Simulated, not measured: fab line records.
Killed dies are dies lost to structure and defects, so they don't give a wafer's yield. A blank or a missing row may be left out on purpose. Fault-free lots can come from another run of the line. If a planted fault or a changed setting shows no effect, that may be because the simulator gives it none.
fab line records ; flow sky130
record: lots: 5; wafers: 15; last_day: 50
route steps=708 shown PAD_OPEN@697
lots that met no fault: taken from a fault-free run of the same line
start_h: start of the lot's first displayed wafer, in hours after the record's first day ; wait_h: time in hours since the lot's previous step ; " same as the row above ; L1.1+2: a row that stands for several wafers ; - no value, or no start given ; * or withheld: withheld ; < > ~ a bound
route shown NAME@n: names a module that has steps shown in the file, with the first one's number in the route ; usual: average and standard deviation across the fault-free wafers ; same: alike in all rows ; chamber/n: place in a boat ; sites: the reading at each site ; _std_site: the standard deviation of these ; _edge_site: the outer-site mean with the inner-site mean subtracted ; radius_mm: how far each site lies from the wafer's centre ; mask NAME#n: copy n ; behind: tool/chamber where the wafer was last shaped ; hold: why the lot went on hold/how many hours it stayed there/how the hold came to an end ; device: which transistor (n, p or np) failed to switch ; end of line: at the end of the route, the tests of the same wafers ; for a step that has no rows: nothing shown but its recipe ; killed: dies that structure and defects cost at the first sort, which is not the same as the wafer's yield ; map: shows each die of a wafer: x if killed, . if not, _ if none is there
set.NAME: the setting that was run; set.NAME@STEP: the one run at that earlier step ; model.NAME: the simulator's own value behind a step, which no gauge read
lots at selected steps of the route; one table per step, one row per wafer
services: from which hour (start_h, from the record's first day; less than 0 if before it) a tool's chamber was out of use, for how many hours, and why
== steps ==
step: SKY_PAD_OPEN_SOFTBAKE_03
recipe: temp_c: 110; time_s: withheld
usual: plate_temp_C: 110.00/0.13
lot.wafer;tool;chamber;start_h;wait_h;plate_temp_C
L078.1;litho_track-03;0;1103.81;0.1;110.04
L078.2;litho_track-03;0;1103.81;0.1;109.88
L078.4;litho_track-03;0;1103.81;0.1;109.93
L092.1;litho_track-03;0;1179.11;0.1;110.10
L092.2;litho_track-03;0;1179.11;0.1;109.85
L092.3;litho_track-03;0;1179.11;0.1;109.94
L094.1;litho_track-03;0;1182.96;0.1;110.07
L094.2;litho_track-03;0;1182.96;0.1;109.83
L094.6;litho_track-03;0;1182.96;0.1;109.91
L096.1;litho_track-01;0;1194.00;0.1;109.94
L096.5;litho_track-01;0;1194.00;0.1;109.95
L096.6;litho_track-01;0;1194.00;0.1;110.00
L097.3;litho_track-02;0;1196.48;0.1;109.74
L097.4;litho_track-02;0;1196.48;0.1;109.92
L097.5;litho_track-02;0;1196.48;0.1;109.88
step: SKY_PAD_OPEN_EXPOSE_04
recipe: mask_id: PDM; target_cd_nm: 60000; na: 0.57; dose_mj: 260
usual: focus_offset_nm: 0.1/0.47
lot.wafer;tool;chamber;start_h;wait_h;mask;focus_offset_nm
L078.1;iline_stepper-01;0;-;-;PDM#0;0.9
L078.2;iline_stepper-01;0;-;-;PDM#0;0.3
L078.4;iline_stepper-01;0;-;-;PDM#0;1.0
L092.1;iline_stepper-01;0;-;-;PDM#0;0.5
L092.2;iline_stepper-01;0;-;-;PDM#0;0.6
L092.3;iline_stepper-01;0;-;-;PDM#0;0.1
L094.1;iline_stepper-02;0;-;-;PDM#0;0.0
L094.2;iline_stepper-02;0;-;-;PDM#0;-0.1
L094.6;iline_stepper-02;0;-;-;PDM#0;0.1
L096.1;iline_stepper-02;0;-;-;PDM#0;-1.2
L096.5;iline_stepper-02;0;-;-;PDM#0;-0.5
L096.6;iline_stepper-02;0;-;-;PDM#0;0.4
L097.3;iline_stepper-02;0;-;-;PDM#0;0.3
L097.4;iline_stepper-02;0;-;-;PDM#0;0.5
L097.5;iline_stepper-02;0;-;-;PDM#0;-0.2
step: SKY_PAD_OPEN_PEB_05
recipe: temp_c: 115; time_s: withheld
usual: plate_temp_C: 115.02/0.13
lot.wafer;tool;chamber;start_h;wait_h;plate_temp_C
L078.1;litho_track-01;0;-;-;114.91
L078.2;litho_track-01;0;-;-;115.06
L078.4;litho_track-01;0;-;-;115.19
L092.1;litho_track-01;0;-;-;115.11
L092.2;litho_track-01;0;-;-;115.07
L092.3;litho_track-01;0;-;-;114.89
L094.1;litho_track-01;0;-;-;114.81
L094.2;litho_track-01;0;-;-;115.00
L094.6;litho_track-01;0;-;-;114.99
L096.1;litho_track-02;0;-;-;115.09
L096.5;litho_track-02;0;-;-;114.88
L096.6;litho_track-02;0;-;-;114.95
L097.3;litho_track-02;0;-;-;115.08
L097.4;litho_track-02;0;-;-;114.91
L097.5;litho_track-02;0;-;-;114.79
step: SKY_PAD_OPEN_DEVELOP_06
recipe: develop_time_s: 60; dev_temp_c: 23
lot.wafer;tool;chamber;start_h;wait_h
L078.1+2+4;litho_track-01;0;-;-
L092.1+2+3;litho_track-01;0;-;-
L094.1+2+6;litho_track-01;0;-;-
L096.1+5+6;litho_track-02;0;-;-
L097.3+4+5;litho_track-02;0;-;-
step: SKY_PAD_OPEN_ETCH_07
recipe: chemistry: CF4/O2; target_depth_nm: 725; stop_on: AlCu; source_w: 800; bias_w: 150; pressure_mtorr: 150; cf4_flow_sccm: 80; O2_flow_sccm: 10; time_s: 161.1
usual: drypump_motor_current_A: 5.5/0.46; oes_product_au: 0.978/0.0065; throttle_valve_pct: 5.965/0.0093
same: time_s: 161.1
lot.wafer;tool;chamber;start_h;wait_h;drypump_motor_current_A;oes_product_au;rf_hours_counter_h;throttle_valve_pct
L078.1;rie_diel-04;0;1113.45;-;5.2;0.981;21;5.944
L078.2;rie_diel-04;3;1113.45;-;5.0;0.974;8;5.974
L078.4;rie_diel-04;2;1113.45;-;5.9;0.985;-;5.968
L092.1;rie_diel-04;2;1186.10;-;5.9;0.974;30;5.959
L092.2;rie_diel-04;3;1186.10;-;5.0;0.976;13;5.957
L092.3;rie_diel-04;1;1186.10;-;4.9;0.967;29;5.960
L094.1;rie_diel-04;3;1191.10;-;5.0;0.969;13;5.972
L094.2;rie_diel-04;2;1191.10;-;5.9;0.981;30;5.970
L094.6;rie_diel-04;0;1191.10;-;5.2;0.970;-;5.968
L096.1;rie_diel-03;3;1201.26;-;5.2;0.978;23;5.956
L096.5;rie_diel-03;2;1201.26;-;4.8;0.983;-;5.947
L096.6;rie_diel-03;3;1201.26;-;5.2;0.972;-;5.965
L097.3;rie_diel-02;2;1203.71;-;5.5;0.963;25;5.963
L097.4;rie_diel-02;3;1203.71;-;5.9;0.970;8;5.947
L097.5;rie_diel-02;3;1203.71;-;5.9;0.971;-;5.972
step: SKY_PAD_OPEN_STRIP_08
recipe: chemistry: O2/N2; power_w: 1400; pressure_mtorr: 1500; platen_temp_c: withheld; overash_fraction: 0.7; o2_flow_sccm: 3000; n2_flow_sccm: 300
usual: drypump_motor_current_A: 5.6/0.51; o2_flow_sccm: 3001/9.7; oes_product_au: 0.663/0.0043; strip_time_to_endpoint_s: 37.04/0.12
lot.wafer;tool;chamber;start_h;wait_h;drypump_motor_current_A;o2_flow_sccm;oes_product_au;rf_hours_counter_h;strip_time_to_endpoint_s
L078.1;plasma_asher-02;0;1113.56;0.1;5.3;3000;0.660;96;36.91
L078.2;plasma_asher-02;1;1113.56;0.1;5.7;2989;0.656;96;36.94
L078.4;plasma_asher-02;1;1113.56;0.1;5.6;3008;0.664;-;36.89
L092.1;plasma_asher-04;0;1186.21;0.1;5.0;2998;0.655;12;37.01
L092.2;plasma_asher-04;1;1186.21;0.1;6.4;3010;0.662;12;37.02
L092.3;plasma_asher-04;1;1186.21;0.1;6.4;3004;0.664;-;36.89
L094.1;plasma_asher-04;0;1191.21;0.1;5.0;2996;0.661;12;37.01
L094.2;plasma_asher-04;1;1191.21;0.1;6.3;2990;0.659;12;37.09
L094.6;plasma_asher-04;0;1191.21;0.1;5.0;3010;0.670;-;36.85
L096.1;plasma_asher-02;1;1201.37;0.1;5.7;2994;0.670;104;37.20
L096.5;plasma_asher-02;1;1201.37;0.1;5.7;2986;0.658;-;37.18
L096.6;plasma_asher-02;0;1201.37;0.1;5.3;3016;0.666;-;37.10
L097.3;plasma_asher-02;0;1203.85;0.1;5.3;2983;0.666;-;37.08
L097.4;plasma_asher-02;1;1203.85;0.1;5.7;3007;0.669;-;37.10
L097.5;plasma_asher-02;1;1203.85;0.1;5.7;2993;0.665;-;37.03
step: SKY_PAD_OPEN_STRIP_09
recipe: chemistry: post_etch_residue_remover; time_s: 1200; temp_c: 72.5
same: time_s: 1200
lot.wafer;tool;chamber;start_h;wait_h
L078.1+2+4;wet_bench-04;0;1113.66;0.1
L092.1+2+3;wet_bench-04;0;1186.31;0.1
L094.1+2+6;wet_bench-02;2;1191.34;0.1
L096.1+5+6;wet_bench-02;2;1201.49;0.1
L097.3+4+5;wet_bench-01;1;1203.92;0.0
step: SKY_PAD_OPEN_CLEAN_10
recipe: chemistry: IPA; time_s: 180; temp_c: 25
same: time_s: 180
lot.wafer;tool;chamber;start_h;wait_h
L078.1+2+4;wet_bench-02;1;1114.00;0.0
L092.1+2+3;wet_bench-02;2;1186.65;0.0
L094.1+2+6;wet_bench-02;1;1191.68;0.0
L096.1+5+6;wet_bench-02;0;1201.83;0.0
L097.3+4+5;wet_bench-02;2;1204.26;0.0
step: SKY_PAD_OPEN_CLEAN_11
recipe: chemistry: O3/DIW; dry: n2_spin
lot.wafer;tool;chamber;start_h;wait_h
L078.1+2+4;wet_bench-01;0;1114.06;0.0
L092.1+2+3;wet_bench-04;3;1186.71;0.0
L094.1+2+6;wet_bench-01;2;1191.74;0.0
L096.1+5+6;wet_bench-01;3;1201.89;0.0
L097.3+4+5;wet_bench-01;0;1204.32;0.0
step: SKY_PAD_OPEN_ANNEAL_12
recipe: temp_c: 400; time_s: withheld; ambient: N2/H2; idle_temp_c: 300; ramp_up_c_per_min: 8; ramp_down_c_per_min: 4
usual: ramp_up_c_per_min: 7.9999/0.0013; spike_tc_lower_C: 399.6/1.1
lot.wafer;tool;chamber;start_h;wait_h;ramp_up_c_per_min;spike_tc_lower_C
L078.1;furnace-01;0;1114.16;0.0;8.0007;399.5
L078.2;furnace-01;0;1114.16;0.0;8.0021;399.2
L078.4;furnace-01;0;1114.16;0.0;7.9993;401.3
L092.1;furnace-01;0;1186.80;0.0;8.0012;399.0
L092.2;furnace-01;0;1186.80;0.0;8.0009;400.0
L092.3;furnace-01;0;1186.80;0.0;8.0010;399.9
L094.1;furnace-02;0;1191.84;0.0;7.9999;400.1
L094.2;furnace-02;0;1191.84;0.0;7.9993;397.9
L094.6;furnace-02;0;1191.84;0.0;7.9999;399.3
L096.1;furnace-02;0;1201.98;0.0;7.9994;399.3
L096.5;furnace-02;0;1201.98;0.0;8.0011;400.5
L096.6;furnace-02;0;1201.98;0.0;7.9998;398.5
L097.3;furnace-01;0;1204.41;0.0;7.9982;399.6
L097.4;furnace-01;0;1204.41;0.0;7.9984;399.8
L097.5;furnace-01;0;1204.41;0.0;7.9993;402.3
step: SKY_PAD_OPEN_BOW_MEAS_13
recipe: mode: bow
usual: PAD_OPEN_BOW: 48/8.5
lot.wafer;tool;chamber;start_h;wait_h;PAD_OPEN_BOW[um]
L078.1;film_metro-02;-;1115.66;-;49
L078.2;film_metro-02;-;1115.66;-;52
L078.4;film_metro-02;-;1115.66;-;42
L092.1;film_metro-02;-;1188.30;-;57
L092.2;film_metro-02;-;1188.30;-;65
L092.3;film_metro-02;-;1188.30;-;56
L094.1;film_metro-02;-;1193.34;-;41
L094.2;film_metro-02;-;1193.34;-;58
L094.6;film_metro-02;-;1193.34;-;57
L096.1;film_metro-03;-;1203.56;-;42
L096.5;film_metro-03;-;1203.56;-;44
L096.6;film_metro-03;-;1203.56;-;54
L097.3;film_metro-03;-;1205.95;-;44
L097.4;film_metro-03;-;1205.95;-;44
L097.5;film_metro-03;-;1205.95;-;51
== services ==
tool;chamber;start_h;hours;kind
iline_stepper-02;-;1080.65;-;consumable_replace:lamp
furnace-02;-;1081.87;3.4;pm
iline_stepper-01;-;1082.81;1.7;pm
wet_bench-04;-;1088.43;0.5;repair
rie_diel-04;1;1097.55;19.9;repair
rie_diel-03;-;1098.18;2.8;pm
iline_stepper-01;-;1106.13;4.3;pm
rie_diel-02;1;1106.40;12.8;repair
iline_stepper-02;0;1113.43;-;calibration
rie_diel-04;2;1117.32;11.1;repair
rie_diel-04;0;1118.03;16.2;repair
rie_diel-04;1;1127.53;8.6;repair
iline_stepper-02;-;1129.99;8.9;pm
litho_track-03;-;1154.48;-;consumable_replace:filter
iline_stepper-01;0;1172.89;-;calibration
plasma_asher-02;-;1187.89;6.0;repair
iline_stepper-02;-;1188.43;1.7;pm
furnace-01;-;1190.78;3.4;pm
== key ==
fault none
